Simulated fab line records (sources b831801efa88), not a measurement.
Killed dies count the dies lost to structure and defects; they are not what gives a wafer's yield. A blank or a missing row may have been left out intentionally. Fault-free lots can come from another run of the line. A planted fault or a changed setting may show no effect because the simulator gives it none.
Which tool did it? | flow sky130 | 6 lots, 18 wafers sampled, at 1 step of a route of 708

== WHAT THE GAUGES SHOWED, per wafer ==
SKY_FIELD_ISO_BOW_MEAS_00.
lot  | measured    | on            | INCOMING_BOW (um)
L958 | day 2 06:00 | film metro-03 | 0 5 4
L961 | day 2 21:00 | film metro-03 | -11 2 7
L963 | day 3 07:00 | film metro-01 | -5 11 5
L966 | day 3 22:00 | film metro-02 | -6 5 2
L974 | day 5 14:00 | film metro-01 | -1 -1 -9
L977 | day 6 05:02 | film metro-03 | 4 9 -6

== WHAT TOOL EACH LOT RAN ON (gives the tool, then ch and the chambers of the sampled wafers, and finally the start) ==
Before these readings, the record contains no process step.

== THE ANSWER, worked out from the rows above alone ==
Rule: usual is defined by the lots themselves. The widest of any qualifying gaps counts: lots, ordered by their means at a reading, are off when they make up no more than a third of the lots, leave a main group of 4 or more, and stand apart from it by 3 or more times the standard deviation of that group's means. A main group is skipped when, at the precision printed for the reading in the tables above, its means are all equal. A lot without any number at a reading at which 4 lots or more have one is off too. The other lots that the step has rows for count as sound.
Across all readings shown, no lot is off: no conclusion can be drawn from this.

== WHAT WAS PUT IN BY THE SIMULATOR ==
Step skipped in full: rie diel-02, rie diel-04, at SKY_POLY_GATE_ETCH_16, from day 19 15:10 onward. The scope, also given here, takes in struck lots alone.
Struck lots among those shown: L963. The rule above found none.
